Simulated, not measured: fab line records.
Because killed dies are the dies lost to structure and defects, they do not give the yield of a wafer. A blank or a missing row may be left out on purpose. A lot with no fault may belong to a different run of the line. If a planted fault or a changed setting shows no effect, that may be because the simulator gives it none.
One fault through the eyes of 2 desks + flow sky130 + numbers are kept per desk, each desk with only its own; the story behind them comes last

## FROM THE METROLOGY DESK
What the gauges read for every lot (on any tool): the sampled wafers with a number, averaged. If a lot's mean is further than 4 standard deviations from the usual mean, the lot is out of limits and carries the mark OUT (the distance appears in the brackets).
Columns: A = cdNm at SKY_SONOS_ONO_CD_MEAS_13, usual 410.0 nm; B = LDD_HVN_TW at SKY_LDD_HVN_TW_MEAS_10, usual 1431
| lot  | first seen here | A     | B    |
|------|-----------------|-------|------|
| L534 | day 12 17:58    | 410.0 | 1423 |
| L535 | day 13 01:17    | 406.9 | 1419 |
| L537 | day 13 09:04    | 413.7 | 1449 |
| L539 | day 14 08:40    | 408.9 | 1454 |
| L540 | day 14 12:29    | 411.9 | 1430 |
| L541 | day 14 23:40    | 409.0 | 1419 |
| L542 | day 15 08:59    | 409.8 | 1440 |
| L546 | day 16 20:13    | 407.8 | 1424 |
| L548 | day 17 08:05    | 408.6 | 1418 |
| L550 | day 18 04:01    | 411.6 | 1446 |
| L551 | day 18 16:30    | 409.0 | 1438 |
| L556 | day 20 08:00    | 412.0 | 1428 |
| L557 | day 20 16:19    | 410.4 | 1404 |
This desk's finding: nothing out of limits on any of the 13 lots.

## DESK OF THE TOOL OWNER: implanter-04
SKY_LDD_P_IMPLANT_09, tool's own readings: per-lot mean of the sampled wafers with a number, covering each lot this tool ran. If a lot's mean is further than 4 standard deviations from the usual mean, the lot is out of limits and carries the mark OUT (the distance appears in the brackets).
Columns: A = beamEnergyKeV at SKY_LDD_P_IMPLANT_09, usual 25.000
| lot  | first seen here | A                        |
|------|-----------------|--------------------------|
| L534 | day 19 02:23    | 25.003                   |
| L537 | day 19 22:25    | 24.998                   |
| L542 | day 22 02:56    | 25.011                   |
| L548 | day 24 05:20    | 24.999                   |
| L550 | day 24 23:56    | 25.792 (+99 or more) OUT |
| L551 | day 25 10:08    | 25.793 (+99 or more) OUT |
This desk's verdict: out of limits on L550, L551, starting with L550 at day 24 23:56 (beamEnergyKeV at SKY_LDD_P_IMPLANT_09). Within limits: L534, L537, L542, L548.

## BROUGHT TOGETHER
The tool owner's desk could have raised an alarm at day 24 23:56, on L550, L551.
Nothing out of limits was seen by the metrology desk.
The metrology desk has L550, L551 on record, within its limits.
On implanter-04, each named lot ran SKY_LDD_P_IMPLANT_09.

## WHAT HAD BEEN PUT IN BY THE SIMULATOR
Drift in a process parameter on implanter-04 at SKY_LDD_P_IMPLANT_09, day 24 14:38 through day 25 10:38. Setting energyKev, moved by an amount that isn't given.
Shown lots that were struck: L550, L551.
Hours from the fault's start to each desk's first reading out of limits: the tool owner's desk, 9.
